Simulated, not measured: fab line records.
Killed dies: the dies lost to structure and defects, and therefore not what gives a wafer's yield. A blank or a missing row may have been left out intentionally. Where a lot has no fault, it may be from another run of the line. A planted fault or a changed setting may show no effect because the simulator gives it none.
Matching of chambers :: flow gf180mcu :: GF_V1_ETCH_16 on rieDiel-01: 4 sister chambers
The step etches BARC in N2/H2. 27 wafers are shown with their chamber, then 12 later ones without.

## WAFERS, EACH WITH ITS CHAMBER
wafer: L074.1
chamber: 0
drypumpMotorCurrentA (A): 6.0
oesProductAu (a.u.): 0.849
throttleValvePct (%): 13.242

wafer: L074.2
chamber: 2
drypumpMotorCurrentA (A): 5.7
oesProductAu (a.u.): 0.858
throttleValvePct (%): 13.220

wafer: L074.3
chamber: 1
drypumpMotorCurrentA (A): 6.3
oesProductAu (a.u.): 0.856
throttleValvePct (%): 13.223

wafer: L076.2
chamber: 0
drypumpMotorCurrentA (A): 6.0
oesProductAu (a.u.): 0.855
throttleValvePct (%): 13.234

wafer: L076.3
chamber: 3
drypumpMotorCurrentA (A): 4.7
oesProductAu (a.u.): 0.852
throttleValvePct (%): 13.208

wafer: L076.6
chamber: 3
drypumpMotorCurrentA (A): 4.7
oesProductAu (a.u.): 0.847
throttleValvePct (%): 13.224

wafer: L077.1
chamber: 0
drypumpMotorCurrentA (A): 6.0
oesProductAu (a.u.): 0.846
throttleValvePct (%): 13.248

wafer: L077.2
chamber: 3
drypumpMotorCurrentA (A): 4.7
oesProductAu (a.u.): 0.852
throttleValvePct (%): 13.206

wafer: L077.3
chamber: 2
drypumpMotorCurrentA (A): 5.6
oesProductAu (a.u.): 0.854
throttleValvePct (%): 13.227

wafer: L077.4
chamber: 1
drypumpMotorCurrentA (A): 6.3
oesProductAu (a.u.): 0.852
throttleValvePct (%): 13.229

wafer: L077.5
chamber: 3
drypumpMotorCurrentA (A): 4.7
oesProductAu (a.u.): 0.847
throttleValvePct (%): 13.225

wafer: L077.6
chamber: 0
drypumpMotorCurrentA (A): 6.0
oesProductAu (a.u.): 0.855
throttleValvePct (%): 13.229

wafer: L080.1
chamber: 1
drypumpMotorCurrentA (A): 6.3
oesProductAu (a.u.): 0.852
throttleValvePct (%): 13.225

wafer: L080.3
chamber: 0
drypumpMotorCurrentA (A): 6.0
oesProductAu (a.u.): 0.847
throttleValvePct (%): 13.242

wafer: L080.5
chamber: 1
drypumpMotorCurrentA (A): 6.3
oesProductAu (a.u.): 0.852
throttleValvePct (%): 13.229

wafer: L082.1
chamber: 2
drypumpMotorCurrentA (A): 5.7
oesProductAu (a.u.): 0.862
throttleValvePct (%): 13.228

wafer: L082.2
chamber: 1
drypumpMotorCurrentA (A): 6.3
oesProductAu (a.u.): 0.852
throttleValvePct (%): 13.224

wafer: L082.3
chamber: 3
drypumpMotorCurrentA (A): 4.7
oesProductAu (a.u.): 0.844
throttleValvePct (%): 13.230

wafer: L082.4
chamber: 0
drypumpMotorCurrentA (A): 6.0
oesProductAu (a.u.): 0.852
throttleValvePct (%): 13.232

wafer: L082.5
chamber: 2
drypumpMotorCurrentA (A): 5.7
oesProductAu (a.u.): 0.851
throttleValvePct (%): 13.234

wafer: L082.6
chamber: 3
drypumpMotorCurrentA (A): 4.6
oesProductAu (a.u.): 0.863
throttleValvePct (%): 13.237

wafer: L084.1
chamber: 1
drypumpMotorCurrentA (A): 6.3
oesProductAu (a.u.): 0.854
throttleValvePct (%): 13.236

wafer: L084.3
chamber: 0
drypumpMotorCurrentA (A): 6.0
oesProductAu (a.u.): 0.859
throttleValvePct (%): 13.217

wafer: L084.6
chamber: 0
drypumpMotorCurrentA (A): 6.0
oesProductAu (a.u.): 0.848
throttleValvePct (%): 13.226

wafer: L086.2
chamber: 1
drypumpMotorCurrentA (A): 6.3
oesProductAu (a.u.): 0.854
throttleValvePct (%): 13.223

wafer: L086.3
chamber: 0
drypumpMotorCurrentA (A): 6.0
oesProductAu (a.u.): 0.853
throttleValvePct (%): 13.208

wafer: L086.5
chamber: 3
drypumpMotorCurrentA (A): 4.7
oesProductAu (a.u.): 0.860
throttleValvePct (%): 13.232

SIGNATURES, as means of the wafers listed above
reading: drypumpMotorCurrentA
chamber 0: 6.000
chamber 1: 6.300
chamber 2: 5.675
chamber 3: 4.686
scatter within a chamber: 0.0264

reading: oesProductAu
chamber 0: 0.85156
chamber 1: 0.85314
chamber 2: 0.85625
chamber 3: 0.85214
scatter within a chamber: 0.00482

reading: throttleValvePct
chamber 0: 13.23089
chamber 1: 13.22700
chamber 2: 13.22725
chamber 3: 13.22314
scatter within a chamber: 0.0102
Rule: distance of a wafer from a chamber = root of the sum over the readings of ((wafer's reading minus chamber's mean) / reading's scatter) squared. The wafer belongs to the nearest chamber; if the next one is less than 2 further off, it can't be placed. How the scatter is found: for the shown wafers, subtract from each reading the mean of its chamber, square and add these, divide the total by (wafers less chambers), then take the root.

## WAFERS WITH NO CHAMBER GIVEN
wafer: L087.1
drypumpMotorCurrentA (A): 6.0
oesProductAu (a.u.): 0.850
throttleValvePct (%): 13.218

wafer: L087.4
drypumpMotorCurrentA (A): 6.0
oesProductAu (a.u.): 0.860
throttleValvePct (%): 13.229

wafer: L087.6
drypumpMotorCurrentA (A): 4.7
oesProductAu (a.u.): 0.855
throttleValvePct (%): 13.229

wafer: L090.1
drypumpMotorCurrentA (A): 4.7
oesProductAu (a.u.): 0.860
throttleValvePct (%): 13.218

wafer: L090.2
drypumpMotorCurrentA (A): 6.3
oesProductAu (a.u.): 0.861
throttleValvePct (%): 13.213

wafer: L090.4
drypumpMotorCurrentA (A): 5.7
oesProductAu (a.u.): 0.860
throttleValvePct (%): 13.227

wafer: L093.2
drypumpMotorCurrentA (A): 5.7
oesProductAu (a.u.): 0.856
throttleValvePct (%): 13.225

wafer: L093.3
drypumpMotorCurrentA (A): 6.0
oesProductAu (a.u.): 0.854
throttleValvePct (%): 13.230

wafer: L093.4
drypumpMotorCurrentA (A): 6.3
oesProductAu (a.u.): 0.857
throttleValvePct (%): 13.225

wafer: L096.1
drypumpMotorCurrentA (A): 5.6
oesProductAu (a.u.): 0.858
throttleValvePct (%): 13.207

wafer: L096.3
drypumpMotorCurrentA (A): 4.8
oesProductAu (a.u.): 0.859
throttleValvePct (%): 13.223

wafer: L096.5
drypumpMotorCurrentA (A): 6.3
oesProductAu (a.u.): 0.845
throttleValvePct (%): 13.229

## CHAMBER TAKEN BY EACH
wafer: L087.1
from the rows above: 0
in truth: 0

wafer: L087.4
from the rows above: 0
in truth: 0

wafer: L087.6
from the rows above: 3
in truth: 3

wafer: L090.1
from the rows above: 3
in truth: 3

wafer: L090.2
from the rows above: 1
in truth: 1

wafer: L090.4
from the rows above: 2
in truth: 2

wafer: L093.2
from the rows above: 2
in truth: 2

wafer: L093.3
from the rows above: 0
in truth: 0

wafer: L093.4
from the rows above: 1
in truth: 1

wafer: L096.1
from the rows above: 2
in truth: 2

wafer: L096.3
from the rows above: 3
in truth: 3

wafer: L096.5
from the rows above: 1
in truth: 1
12 of 12 placed correctly. Number that these rows cannot place: 0. 0 placed wrongly.
